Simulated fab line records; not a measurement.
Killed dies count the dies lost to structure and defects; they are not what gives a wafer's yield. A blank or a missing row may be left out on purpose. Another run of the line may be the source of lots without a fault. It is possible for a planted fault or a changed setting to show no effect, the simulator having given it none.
Which tool did it? :: flow gf180mcu :: Sampling: 10 lots, 30 wafers, 2 of 602 route steps

== WHAT EACH GAUGE READ, for each wafer ==
GF_V4_CD_MEAS_14: the cd target is 260 nm.
lot: L263
measured: day 24 11:04
on: cd-sem-02
cd-nm (nm): 259.8 259.3 259.1

lot: L264
measured: day 24 20:08
on: cd-sem-01
cd-nm (nm): 259.4 259.8 260.1

lot: L268
measured: day 26 06:59
on: cd-sem-01
cd-nm (nm): 259.1 258.7 259.4

lot: L269
measured: day 26 15:17
on: cd-sem-01
cd-nm (nm): 257.9 258.5 257.3

lot: L270
measured: day 26 23:53
on: cd-sem-02
cd-nm (nm): 258.5 260.1 260.3

lot: L271
measured: day 27 07:44
on: cd-sem-01
cd-nm (nm): 258.2 257.3 258.6

lot: L281
measured: day 29 23:47
on: cd-sem-01
cd-nm (nm): 260.7 259.5 260.7

lot: L283
measured: day 30 13:19
on: cd-sem-01
cd-nm (nm): 258.8 258.0 259.0

lot: L284
measured: day 30 20:25
on: cd-sem-02
cd-nm (nm): 260.9 261.1 260.5

lot: L286
measured: day 31 08:47
on: cd-sem-02
cd-nm (nm): 258.3 258.9 258.4

== WHAT TOOL EACH LOT RAN ON (gives the tool, then ch and the chambers of the sampled wafers, and finally the start) ==
lot: L263
GF_M4_METAL_ETCH_16: rie-metal-02 ch 0,1, day 23 11:47

lot: L264
GF_M4_METAL_ETCH_16: rie-metal-03 ch 1, day 23 20:58

lot: L268
GF_M4_METAL_ETCH_16: rie-metal-04 ch 0,1, day 25 08:18

lot: L269
GF_M4_METAL_ETCH_16: rie-metal-03 ch 0,1, day 25 17:17

lot: L270
GF_M4_METAL_ETCH_16: rie-metal-04 ch 0, day 26 01:45

lot: L271
GF_M4_METAL_ETCH_16: rie-metal-03 ch 0,1, day 26 09:44

lot: L281
GF_M4_METAL_ETCH_16: rie-metal-03 ch 0,1, day 29 03:31

lot: L283
GF_M4_METAL_ETCH_16: rie-metal-02 ch 0,1, day 29 17:23

lot: L284
GF_M4_METAL_ETCH_16: rie-metal-04 ch 0, day 30 00:49

lot: L286
GF_M4_METAL_ETCH_16: rie-metal-02 ch 0,1, day 30 13:43
- GF_M4_METAL_ETCH_16: etches the open film in Cl2/BCl3, stops on SiO2, target depth 627.5 nm, time 104.6 s.

== THE ANSWER, worked out from the rows above alone ==
Rule: the usual values come from the lots themselves. The widest of any qualifying gaps counts: lots, ordered by their means at a reading, are off when they make up no more than a third of the lots, leave a main group of 4 or more, and stand apart from it by 3 or more times the standard deviation of that group's means. If all means in a main group match to the digits the tables above print for the reading, that group is not used. A lot without any number at a reading at which 4 lots or more have one is off too. The other lots that the step has rows for count as sound.
Nothing can be told from this: no lot is off at any reading shown.

== WHAT WAS PUT IN BY THE SIMULATOR ==
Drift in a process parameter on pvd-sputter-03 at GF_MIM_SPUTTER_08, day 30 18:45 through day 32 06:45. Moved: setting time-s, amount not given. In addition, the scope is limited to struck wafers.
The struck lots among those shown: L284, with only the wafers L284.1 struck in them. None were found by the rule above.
